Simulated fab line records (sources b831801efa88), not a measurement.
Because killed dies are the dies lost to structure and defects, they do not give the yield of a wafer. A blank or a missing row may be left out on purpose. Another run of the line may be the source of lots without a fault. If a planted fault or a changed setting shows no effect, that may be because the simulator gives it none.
A lot that was struck, set against a sound lot | flow sky130 | 36 out of 708 route steps
Sound: wafers L962.1, L962.5, L962.6. Wafers struck: L976.2, L976.3, L976.5. Last of all comes the cause.
Order at every step that has rows: each side's tool, ch and its chambers, its first start. Under that, the readings that differ: sound wafers | struck wafers | difference of the means | sigmas: that difference in standard deviations of wafers without a fault.
alike: words and numbers the same on both sides, and readings whose means are apart by under 2 such deviations; not compared: readings that were withheld, readings missing a value for some wafer, numbers with overlapping values and no deviation given by the record, and bounds like >300 which may hide the same value.
The two part at a step that has a row with sigmas, a row that says differs or no value, or rows on one side only. Numbers that have no deviation but don't overlap get no sigmas and don't part them. A reading that every wafer of one side lacks parts them only if that side has two wafers or more.

first, 10 steps without rows for these wafers: SKY_GATE_OXIDE_COAT_05 (resist thk 1140 nm); SKY_GATE_OXIDE_SOFTBAKE_06 (time 60 s); SKY_GATE_OXIDE_EXPOSE_07 (exposes mask LVOM, target cd 600 nm); SKY_GATE_OXIDE_PEB_08; SKY_GATE_OXIDE_DEVELOP_09 (develop time 60 s); SKY_GATE_OXIDE_IMPLANT_11; SKY_GATE_OXIDE_WET_ETCH_12 (etches SiO2 in dHF, target depth 16.8 nm, time 336 s); SKY_GATE_OXIDE_STRIP_13 (strips in O2/N2); SKY_GATE_OXIDE_CLEAN_15 (cleans in SC1/SC2, time 150 s); SKY_GATE_OXIDE_OXIDATION_16 (stabilise 600 s, purge 300 s, target thk 3.57 nm).
SKY_POLY_GATE_CVD_00: deposits poly-Si, target thk 180 nm, time 720 s.
  sound on lpcvd-01 ch 0, day 13 07:57; struck on lpcvd-01 ch 1, day 18 17:58
reading                                      | sound             | struck            | difference | sigmas
pressureMtorr (mTorr)                        | 200.2 200.1 200.0 | 99.9 100.5 99.6   | -100.1     | -99 or more
model.poly-Si_of_POLY_GATE_CVD_00.thkNm (nm) | 177.8 178.6 179.3 | 128.2 127.6 128.3 | -50.5      | 
  alike: zonePowerUpperPct
SKY_POLY_GATE_THK_MEAS_01:
  sound: filmMetro-02 at day 13 09:09; struck: filmMetro-03 at day 18 19:47
reading                   | sound             | struck            | difference | sigmas
POLY_GATE_CVD_00_THK (nm) | 177.8 178.7 179.2 | 128.3 127.7 128.3 | -50.5      | -27
then, 20 steps without rows for these wafers: SKY_RES_PROTECT_DEHYDRATE_00 (time 60 s); SKY_RES_PROTECT_HMDS_01 (prime time 60 s); SKY_RES_PROTECT_COAT_02 (resist thk 1140 nm); SKY_RES_PROTECT_SOFTBAKE_03 (time 60 s); SKY_RES_PROTECT_EXPOSE_04 (exposes mask RPM, target cd 1270 nm); SKY_RES_PROTECT_PEB_05; SKY_RES_PROTECT_DEVELOP_06 (develop time 60 s); SKY_POLY_GATE_IMPLANT_02; SKY_RES_PROTECT_STRIP_07 (strips in O2/N2); SKY_RES_PROTECT_CLEAN_09 (cleans in SC1/SC2, time 150 s); SKY_POLY_GATE_CVD_03 (deposits Si3N4 from DCS/NH3, target thk 75 nm, time 1290 s); SKY_POLY_GATE_DEHYDRATE_05 (time 60 s); SKY_POLY_GATE_HMDS_06 (prime time 60 s); SKY_POLY_GATE_COAT_07 (resist thk 108.9 nm); SKY_POLY_GATE_COAT_08 (resist thk 450 nm); SKY_POLY_GATE_SOFTBAKE_09 (time 90 s); SKY_POLY_GATE_EXPOSE_10 (exposes mask P1M, target cd 150 nm); SKY_POLY_GATE_PEB_11; SKY_POLY_GATE_DEVELOP_12 (develop time 60 s); SKY_POLY_GATE_ETCH_15 (etches BARC in N2/H2, stops on SiO2, time 118.5 s, target depth 110 nm).
-- the record jumps here: 3 days lie between the struck wafers' starts before and after --
SKY_POLY_GATE_ETCH_16: etches Si3N4 in CH3F/O2, stops on poly-Si, time 152.6 s, target depth 75 nm.
  sound on rieDiel-02 ch 0,1, day 15 17:13; struck on rieDiel-02 ch 0,1,3, day 21 16:50
reading                                      | sound             | struck            | difference | sigmas
model.poly-Si_of_POLY_GATE_CVD_00.thkNm (nm) | 176.7 177.5 178.2 | 127.1 126.5 127.2 | -50.5      | 
  alike: drypumpMotorCurrentA, oesProductAu, throttleValvePct
  not compared: rfHoursCounterH
SKY_POLY_GATE_ETCH_17: etches poly-Si in HBr/Cl2, stops on SiO2, target depth 180 nm, time 70.5 s.
  sound on rieSi-02 ch 0,1,3, day 15 17:19; struck on rieSi-01 ch 0,1, day 21 16:56
reading                             | sound             | struck            | difference | sigmas
oesProductAu (a.u.)                 | 0.976 0.985 0.974 | 0.788 0.786 0.792 | -0.190     | -22
model.etch.depthNm (nm)             | 175.1 177.5 176.2 | 127.1 126.5 127.2 | -49.3      | 
model.POLY_GATE.featureDepthNm (nm) | 175.1 177.5 176.2 | 127.1 126.5 127.3 | -49.3      | 
  alike: drypumpMotorCurrentA, throttleValvePct
  not compared: rfHoursCounterH
then, 1 step without rows for these wafers: SKY_POLY_GATE_STRIP_18 (strips in O2/N2).
-- here the record skips 28 days between the struck wafers' starts before and after, leaving off in module POLY_GATE and picking up in module PAD_OPEN (first step shown: number 708 of the route) --
SKY_PAD_OPEN_PROBE_99:
  sound: prober-01 at day 45 10:05; struck: prober-02 at day 49 05:23
reading                          | sound             | struck            | difference | sigmas
model.etest.resXhighPo.lineOhmUm | 5640 5774 6048    | 5249 5203 5313    | -566       | 
model.etest.resHighPo.lineOhmUm  | 747.2 750.3 774.9 | 932.2 950.8 958.4 | +189.7     | 
model.etest.resXhighPo.rsOhmSq   | 1974 2013 2114    | 1824 1864 1829    | -195       | 
model.etest.resPoly.lineOhmUm    | 510.9 494.4 524.3 | 675.4 660.3 713.9 | +173.3     | 
model.etest.tipSonos.rsOhmSq     | 2777 2695 2722    | 2484 2420 2486    | -268       | 
model.etest.resHighPo.rsOhmSq    | 263.2 263.7 270.1 | 330.2 335.9 333.1 | +67.4      | 
model.etest.liconHighPo.rcOhm    | 335 344.4 351.8   | 317.2 315.4 322.9 | -25.2      | 
model.etest.resPoly.rsOhmSq      | 48.78 48.47 49.39 | 64.33 65.24 64.47 | +15.80     | 
  alike: killed_at_M0_to_M3, killed_at_M4_up, killedAtContacts, killedAtFrontEnd, killedAtOther, killedDies, killedOnRim, killedOpen, killedShort

== WHERE THEY PART ==
At SKY_POLY_GATE_CVD_00 first; at SKY_POLY_GATE_ETCH_17 last (within this record only). Later steps at which nothing parts them and some readings are alike: SKY_PAD_OPEN_PROBE_99.

WHY: what the simulator had put in
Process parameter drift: lpcvd-01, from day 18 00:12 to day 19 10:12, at SKY_POLY_GATE_CVD_00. The setting pressureMtorr was moved by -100, starting from 200.
